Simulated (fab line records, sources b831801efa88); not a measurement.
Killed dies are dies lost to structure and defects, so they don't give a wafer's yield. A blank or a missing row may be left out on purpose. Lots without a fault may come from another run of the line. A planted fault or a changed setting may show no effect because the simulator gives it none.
Which tool did it? | flow sky130 | 11 lots, 29 wafers sampled, at 5 steps of a route of 708

WHAT THE GAUGES READ, wafer by wafer
SKY_VIA1_RS_MEAS_22: measures by four-point-probe. Usual: VIA1_W_RS 0.425 ohm/sq, standard deviation 0.0052.
lot  | measured     | on            | VIA1_W_RS (ohm/sq) | flag
L679 | day 34 16:23 | film_metro-01 | 0.427 0.428 0.427  |
L683 | day 35 10:29 | film_metro-03 | 0.424 0.426 0.423  |
L684 | day 35 16:29 | film_metro-03 | 0.431 0.425 0.432  |
L688 | day 36 23:03 | film_metro-03 | 0.422 0.427 0.427  |
L689 | day 37 08:40 | film_metro-03 | 0.421 0.423 0.423  |
L690 | day 37 17:46 | film_metro-04 | 0.428              |
L691 | day 37 19:18 | film_metro-04 | 0.431              |
L694 | day 38 12:44 | film_metro-03 | 0.418 0.430 0.422  |
L695 | day 39 00:40 | film_metro-01 | 0.427 0.431 0.433  |
L696 | day 39 01:33 | film_metro-04 | 0.426 0.424 0.428  |
L701 | day 40 14:08 | film_metro-03 | 0.424 0.422 0.415  |

SKY_VIA2_RS_MEAS_22: measures by four-point-probe. Usual: VIA2_W_RS 0.273 ohm/sq, standard deviation 0.0035.
lot  | measured     | on            | VIA2_W_RS (ohm/sq)                  | flag
L679 | day 37 00:03 | film_metro-02 | 0.272 0.274 0.272                   |
L683 | day 37 18:14 | film_metro-04 | 0.277 0.270 0.269                   |
L684 | day 37 23:20 | film_metro-02 | 0.276 0.274 0.278                   |
L688 | day 39 05:20 | film_metro-04 | 0.273 0.188 0.275 0.273 0.188 0.275 | OFF
L689 | day 39 14:04 | film_metro-02 | 0.272 0.271 0.270                   |
L690 | day 39 22:54 | film_metro-02 | 0.186 0.185                         | OFF
L691 | day 40 00:54 | film_metro-02 | 0.188 0.188                         | OFF
L694 | day 40 18:10 | film_metro-04 | 0.275 0.278 0.278                   |
L695 | day 41 05:07 | film_metro-02 | 0.270 0.272 0.271                   |
L696 | day 41 06:07 | film_metro-02 | 0.274 0.271 0.273                   |
L701 | day 42 17:22 | film_metro-01 | 0.271 0.275 0.274                   |

SKY_VIA2_THK_MEAS_23: measures by xrf. Usual: VIA2_W_THK 406 nm, standard deviation 5.7.
lot  | measured     | on            | VIA2_W_THK (nm)     | flag
L679 | day 37 00:09 | film_metro-02 | 405 400 408         |
L683 | day 37 18:21 | film_metro-04 | 404 414 416         |
L684 | day 37 23:26 | film_metro-02 | 398 404 398         |
L688 | day 39 07:06 | film_metro-04 | 412 - 409 410 - 408 |
L689 | day 39 14:10 | film_metro-02 | 401 404 404         |
L690 | day 40 03:31 | film_metro-02 | -                   | OFF
L691 | day 40 08:16 | film_metro-02 | -                   | OFF
L694 | day 40 18:17 | film_metro-04 | 408 405 405         |
L695 | day 41 05:14 | film_metro-02 | 406 408 405         |
L696 | day 41 06:14 | film_metro-02 | 402 405 406         |
L701 | day 42 17:28 | film_metro-01 | 413 410 411         |

WHICH TOOL RAN EACH LOT (tool, then ch and the chambers of the sampled wafers, then the start)
lot  | SKY_METAL2_DESCUM_17              | SKY_VIA2_CVD_21
L679 | rie_metal-02 ch 0,1, day 35 19:33 | cvd_w-02 ch 0,1, day 36 23:56
L683 | rie_metal-02 ch 0,1, day 36 13:41 | cvd_w-01 ch 0,1, day 37 18:05
L684 | rie_metal-02 ch 0,1, day 36 19:34 | cvd_w-02 ch 0,1, day 37 23:13
L688 | rie_metal-02 ch 0,1, day 38 01:15 | cvd_w-02 ch 0,1, day 39 05:11
L689 | rie_metal-02 ch 0,1, day 38 10:37 | cvd_w-01 ch 0,1, day 39 13:55
L690 | rie_metal-03 ch 0, day 38 19:32   | cvd_w-02 ch 0, day 39 22:44
L691 | rie_metal-01 ch 0, day 38 21:25   | cvd_w-02 ch 0, day 40 00:46
L694 | rie_metal-03 ch 0,1, day 39 14:16 | cvd_w-01 ch 0,1, day 40 18:01
L695 | rie_metal-02 ch 0,1, day 40 02:15 | cvd_w-01 ch 0,1, day 41 04:58
L696 | rie_metal-01 ch 0,1, day 40 03:02 | cvd_w-01 ch 0,1, day 41 05:58
L701 | rie_metal-02 ch 0,1, day 41 15:27 | cvd_w-01 ch 0,1, day 42 17:13
- SKY_METAL2_DESCUM_17: chemistry O2, time 8 s.
- SKY_VIA2_CVD_21: deposits W, target thk 420 nm, time 126.4 s.

WHAT THE TOOLS THEMSELVES READ (means of the sampled wafers that have a number; where no wafer has one, the mark that the record gives instead)
SKY_METAL2_DESCUM_17. Usual: chamber_pressure_mTorr 10.001 mTorr, standard deviation 0.0092; drypump_motor_current_A 5.6 A, standard deviation 0.49; oes_product_au 0.999 a.u., standard deviation 0.017.
lot  | tool         | chamber_pressure_mTorr (mTorr) | drypump_motor_current_A (A) | oes_product_au (a.u.) | flag
L679 | rie_metal-02 | 9.997                          | 5.7                         | 0.997                 |
L683 | rie_metal-02 | 10.008                         | 5.7                         | 0.992                 |
L684 | rie_metal-02 | 10.005                         | 5.4                         | 0.992                 |
L688 | rie_metal-02 | 9.990                          | 5.4                         | 0.988                 |
L689 | rie_metal-02 | 10.000                         | 5.7                         | 0.986                 |
L690 | rie_metal-03 | 9.992                          | 5.6                         | 0.994                 |
L691 | rie_metal-01 | 10.003                         | 5.0                         | 1.026                 |
L694 | rie_metal-03 | 10.005                         | 6.2                         | 0.979                 |
L695 | rie_metal-02 | 10.003                         | 5.5                         | 0.994                 |
L696 | rie_metal-01 | 9.998                          | 5.2                         | 1.022                 |
L701 | rie_metal-02 | 10.004                         | 5.5                         | 0.992                 |

SKY_VIA2_CVD_21. Usual: heater_power_w 932 W, standard deviation 67.
lot  | tool     | heater_power_w (W) | flag
L679 | cvd_w-02 | 982                |
L683 | cvd_w-01 | 930                |
L684 | cvd_w-02 | 962                |
L688 | cvd_w-02 | 989                |
L689 | cvd_w-01 | 885                |
L690 | cvd_w-02 | 925                |
L691 | cvd_w-02 | 939                |
L694 | cvd_w-01 | 855                |
L695 | cvd_w-01 | 848                |
L696 | cvd_w-01 | 877                |
L701 | cvd_w-01 | 879                |

THE ANSWER, worked out from the rows above alone
Rule: a lot is off if the mean of its wafers that have a number lies more than 3 standard deviations from the usual mean. A lot without any number at a reading at which 4 lots or more have one is off too. The other lots that the step has rows for count as sound. The gauges are gone through in route order, then the tools' own readings, and for those a lot's mean is taken as printed above. The first step at which some lot is off is used, and at that step the reading that is off furthest; a lot without a number counts as furthest.
Off: L688, L690, L691, at SKY_VIA2_RS_MEAS_22 (VIA2_W_RS).
A tool fits if, at a process step before that reading, it ran every lot that is off, and no sound lot after the first of them. The gauges at SKY_VIA2_RS_MEAS_22 are tried like those tools. One fits: cvd_w-02 at SKY_VIA2_CVD_21. Its last sound lot is L684 (day 37 23:13), its first lot that is off L688 (day 39 05:11): a fault that began between those two fits.

WHAT THE SIMULATOR HAD PUT IN
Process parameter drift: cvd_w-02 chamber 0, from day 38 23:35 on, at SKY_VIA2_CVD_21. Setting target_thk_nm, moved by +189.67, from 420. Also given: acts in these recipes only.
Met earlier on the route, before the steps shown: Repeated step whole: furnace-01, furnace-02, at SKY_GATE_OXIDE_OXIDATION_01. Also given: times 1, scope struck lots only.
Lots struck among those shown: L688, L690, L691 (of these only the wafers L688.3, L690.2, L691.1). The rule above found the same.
